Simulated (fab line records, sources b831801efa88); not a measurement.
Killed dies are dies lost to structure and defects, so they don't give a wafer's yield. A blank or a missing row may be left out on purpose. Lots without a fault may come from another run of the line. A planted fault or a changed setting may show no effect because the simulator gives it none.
fab line records | flow sky130
record lots=14 wafers=42 last_day=50
route steps=708 shown FIELD_ISO@13 PWDE@54 NWELL@63
lots that met no fault: from a run of the same line without faults
start_h: hours from the record's first day to the start of the lot's first wafer shown | wait_h: hours since the lot's step before | " the same as in the row above | L1.1+2: a row that stands for several wafers | - no value, or no start given | * or withheld: withheld | < > ~ a bound
route shown NAME@n: a module of which the file shows steps, and the number in the route of the first | usual: mean/standard deviation of fault-free wafers | same: alike in all rows | chamber/n: place in a boat | sites: the reading at each site | _std_site: their standard deviation | _edge_site: outer sites' mean less inner sites' | radius_mm: how far each site lies from the wafer's centre | mask NAME#n: copy n | behind: the tool/chamber that last shaped the wafer | hold: why the lot was held/for how many hours/how that ended | device: the transistor (n, p or np) that didn't switch | end of line: the same wafers' tests at the end of the route | a step without rows: its recipe alone | killed: dies lost to structure and defects at the first sort, not the wafer's yield | map: a wafer's dies, x killed, . not, _ none there
set.NAME: the setting as run; set.NAME@STEP: as run at that earlier step | model.NAME: the simulator's own value behind a step, which no gauge read
steps of the route over a sample of lots; a table a step, a row a wafer
services: from which hour (start_h, from the record's first day; less than 0 if before it) a tool's chamber was out of use, for how many hours, and why
## steps
# step SKY_FIELD_ISO_DEVELOP_12
# recipe develop_time_s=60 resist=KrF-thick dev_temp_c=21
# usual chill_plate_temp_C=22.98/0.11 develop_time_s=60/0
# columns lot.wafer tool chamber start_h wait_h chill_plate_temp_C develop_time_s
L599.1 litho_track-02 0 28 - 22.95 60
L599.2 " 0 " " 22.98 60
L599.4 " 0 " " 22.97 60
L600.3 litho_track-04 0 33 - 23.04 60
L600.5 " 0 " " 23.08 60
L600.6 " 0 " " 23.16 60
L602.2 litho_track-02 0 44 - 23.20 60
L602.3 " 0 " " 23.08 60
L602.6 " 0 " " 22.99 60
L604.2 litho_track-03 0 55 - 22.80 60
L604.3 " 0 " " 23.00 60
L604.4 " 0 " " 22.95 60
L605.2 litho_track-03 0 60 - 22.98 60
L605.4 " 0 " " 23.07 60
L605.6 " 0 " " 23.03 60
L607.1 litho_track-04 0 71 - 22.93 60
L607.3 " 0 " " 23.00 60
L607.5 " 0 " " 23.03 60
L608.2 litho_track-04 0 78 - 22.98 60
L608.3 " 0 " " 22.95 60
L608.4 " 0 " " 22.94 60
L609.2 litho_track-03 0 81 - 23.08 60
L609.5 " 0 " " 22.97 60
L609.6 " 0 " " 23.07 60
L615.1 litho_track-03 - 113 - - -
L615.4 " - " " - -
L615.5 " - " " - -
L616.2 litho_track-03 - 118 - - -
L616.4 " - " " - -
L616.5 " - " " - -
L617.1 litho_track-04 0 125 - 23.07 60
L617.3 " 0 " " 22.85 60
L617.5 " 0 " " 23.01 60
L618.3 litho_track-02 0 133 - 23.08 60
L618.4 " 0 " " 22.87 60
L618.5 " 0 " " 22.98 60
L621.1 litho_track-04 0 146 - 22.93 60
L621.3 " 0 " " 22.83 60
L621.4 " 0 " " 22.81 60
L622.1 litho_track-04 0 150 - 23.03 60
L622.2 " 0 " " 22.94 60
L622.5 " 0 " " 22.92 60
# step SKY_PWDE_STRIP_09
# recipe chemistry=O2/N2 power_w=1400 pressure_mtorr=1500 platen_temp_c=withheld o2_flow_sccm=3000 n2_flow_sccm=300 overash_fraction=0.5
# usual chamber_pressure_mTorr=1500.3/1.2 drypump_motor_current_A=5.5/0.4 oes_product_au=0.722/0.0047 strip_time_to_endpoint_s=36.95/0.11
# columns lot.wafer tool chamber start_h wait_h chamber_pressure_mTorr drypump_motor_current_A oes_product_au rf_hours_counter_h strip_time_to_endpoint_s
L599.1 plasma_asher-01 1 68.91 0.1 1500.8 5.1 0.727 27 37.04
L599.2 " 0 " " 1501.3 5.9 0.714 27 37.07
L599.4 " 0 " " 1500.2 5.9 0.722 - 37.05
L600.3 plasma_asher-02 0 74.00 0.1 1499.7 5.3 0.713 - 37.01
L600.5 " 0 " " 1499.0 5.3 0.725 - 36.94
L600.6 " 1 " " 1502.3 5.9 0.717 - 36.93
L602.2 plasma_asher-04 0 83.03 0.1 1500.3 5.9 0.727 38 36.87
L602.3 " 0 " " 1501.3 5.9 0.727 - 36.91
L602.6 " 0 " " 1499.7 5.9 0.730 - 36.82
L604.2 plasma_asher-02 1 97.88 0.1 1499.9 5.9 0.726 41 36.93
L604.3 " 0 " " 1497.6 5.3 0.727 - 36.81
L604.4 " 1 " " 1503.9 5.9 0.724 - 36.96
L605.2 plasma_asher-01 0 101.53 0.1 1501.2 5.9 0.717 30 37.04
L605.4 " 1 " " 1499.9 5.1 0.720 - 36.96
L605.6 " 0 " " 1500.8 5.9 0.722 - 37.02
L607.1 plasma_asher-01 0 115.83 0.1 1499.5 5.9 0.724 31 36.96
L607.3 " 0 " " 1501.0 5.9 0.721 - 36.82
L607.5 " 1 " " 1498.4 5.1 0.720 - 36.98
L608.2 plasma_asher-04 0 127.23 0.1 1498.2 5.9 0.725 43 36.78
L608.3 " 0 " " 1501.2 5.9 0.720 - 36.75
L608.4 " 1 " " 1500.3 5.0 0.728 - 36.78
L609.2 plasma_asher-01 0 131.68 0.1 1500.8 5.9 0.721 33 37.07
L609.5 " 1 " " 1500.0 5.1 0.717 - 36.97
L609.6 " 0 " " 1501.7 5.9 0.734 - 37.16
L617.1 plasma_asher-01 0 175.28 0.1 1501.3 5.9 0.723 38 37.12
L617.3 " 0 " " 1501.7 5.9 0.727 - 36.94
L617.5 " 1 " " 1502.4 5.1 0.720 - 37.12
L618.3 plasma_asher-01 1 179.19 0.1 1498.8 5.1 0.723 - 37.03
L618.4 " 0 " " 1499.5 5.9 0.723 - 36.97
L618.5 " 0 " " 1500.1 5.9 0.718 - 36.97
L621.1 plasma_asher-02 1 196.26 0.1 1499.4 5.9 0.726 6 36.82
L621.3 " 1 " " 1501.6 5.9 0.718 - 36.89
L621.4 " 0 " " 1499.8 5.3 0.722 - 36.85
L622.1 plasma_asher-01 0 205.76 0.1 1498.5 5.9 0.726 41 36.87
L622.2 " 1 " " 1501.1 5.1 0.725 41 36.76
L622.5 " 0 " " 1501.5 5.9 0.719 - 36.84
# step SKY_PWDE_TW_MEAS_10
# usual PWDE_TW=375/4.7
# columns lot.wafer tool chamber start_h wait_h PWDE_TW
L599.1 film_metro-03 - 69.01 0.1 376
L599.2 " - " " 376
L599.4 " - " " 377
L600.3 film_metro-04 - 74.08 0.1 371
L600.5 " - " " 371
L600.6 " - " " 370
L602.2 film_metro-03 - 83.14 0.1 375
L602.3 " - " " 373
L602.6 " - " " 375
L604.2 film_metro-04 - 97.99 0.1 367
L604.3 " - " " 368
L604.4 " - " " 367
L605.2 film_metro-02 - 101.64 0.1 381
L605.4 " - " " 380
L605.6 " - " " 382
L607.1 film_metro-03 - 115.93 0.1 380
L607.3 " - " " 377
L607.5 " - " " 379
L608.2 film_metro-02 - 127.34 0.1 379
L608.3 " - " " 377
L608.4 " - " " 377
L609.2 film_metro-03 - 131.79 0.1 377
L609.5 " - " " 377
L609.6 " - " " 376
L617.1 film_metro-04 - 175.38 0.1 371
L617.3 " - " " 369
L617.5 " - " " 368
L618.3 film_metro-02 - 179.28 0.1 381
L618.4 " - " " 380
L618.5 " - " " 377
L621.1 film_metro-04 - 196.36 0.1 370
L621.3 " - " " 367
L621.4 " - " " 368
L622.1 film_metro-03 - 205.86 0.1 377
L622.2 " - " " 380
L622.5 " - " " 377
# step SKY_NWELL_OVL_MEAS_10
# usual NWELL_00_OVL=0.4/1.1
# columns lot.wafer tool chamber start_h wait_h NWELL_00_OVL[nm]
L599.1 overlay-01 - 86.64 - -1.3
L599.2 " - " " 1.3
L599.4 " - " " -1.0
L600.3 overlay-02 - 91.24 - 3.6
L600.5 " - " " 3.4
L600.6 " - " " 2.8
L602.2 overlay-02 - 100.34 - -0.6
L602.3 " - " " 1.7
L602.6 " - " " 0.8
L604.2 overlay-02 - 115.23 - -0.7
L604.3 " - " " 1.7
L604.4 " - " " 1.0
L605.2 overlay-02 - 119.38 - -0.5
L605.4 " - " " 0.0
L605.6 " - " " 0.6
L607.1 overlay-02 - 132.78 - -2.1
L607.3 " - " " 0.9
L607.5 " - " " -0.6
L608.2 overlay-01 - 146.43 - 2.6
L608.3 " - " " 0.5
L608.4 " - " " 2.6
L609.2 overlay-01 - 151.64 - -0.5
L609.5 " - " " 1.0
L609.6 " - " " 0.8
L617.1 overlay-01 - 195.73 - 0.4
L617.3 " - " " -0.3
L617.5 " - " " 0.2
L618.3 overlay-01 - 199.89 - 0.6
L618.4 " - " " 1.1
L618.5 " - " " 1.4
L621.1 overlay-02 - 217.79 - 0.6
L621.3 " - " " 0.6
L621.4 " - " " 1.1
L622.1 overlay-01 - 228.39 - -0.3
L622.2 " - " " -0.2
L622.5 " - " " -1.1
## services
# columns tool chamber start_h hours kind
plasma_asher-04 - 100.58 1.7 repair
plasma_asher-02 - 108.75 9.0 pm
plasma_asher-02 0 108.75 9.0 vent_cycle
plasma_asher-02 1 108.75 9.0 vent_cycle
plasma_asher-02 - 117.75 14.6 pm
plasma_asher-02 0 117.75 - clean
plasma_asher-02 1 117.75 - clean
plasma_asher-02 - 166.38 0.4 repair
## key
first_sign step=SKY_FIELD_ISO_DEVELOP_12 reading=tool_record direction=missing
effect none on later readings
met_at SKY_FIELD_ISO_DEVELOP_12
struck_lots L615,L616
later_rows_left_out L615.1,L615.4,L615.5,L616.2,L616.4,L616.5
sort_left_out L615.1,L615.4,L615.5,L616.2,L616.4,L616.5
tester_left_out L615,L616
not_acting_at SKY_PWDE_STRIP_09,SKY_PWDE_TW_MEAS_10,SKY_NWELL_OVL_MEAS_10
onset_between 81 113
fault kind=skipped_step_whole tool=litho_track-03 chamber=- onset_h=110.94 steps=SKY_FIELD_ISO_DEVELOP_12 scope=struck_lots_only
# tester_left_out: of these lots the tester's yield and bins aren't shown, on N5 and GAA mostly nor the transistor test; their killed dies are dies lost to structure and defects alone, not to doping, threshold or leakage, so they don't give the yield
# sort_left_out: the simulated sort isn't trusted on such a fault, so these wafers' sort isn't shown, and their yield isn't known
# later_rows_left_out: the simulator's readings of these wafers behind a module that went badly wrong aren't trusted and aren't shown, but for the sort
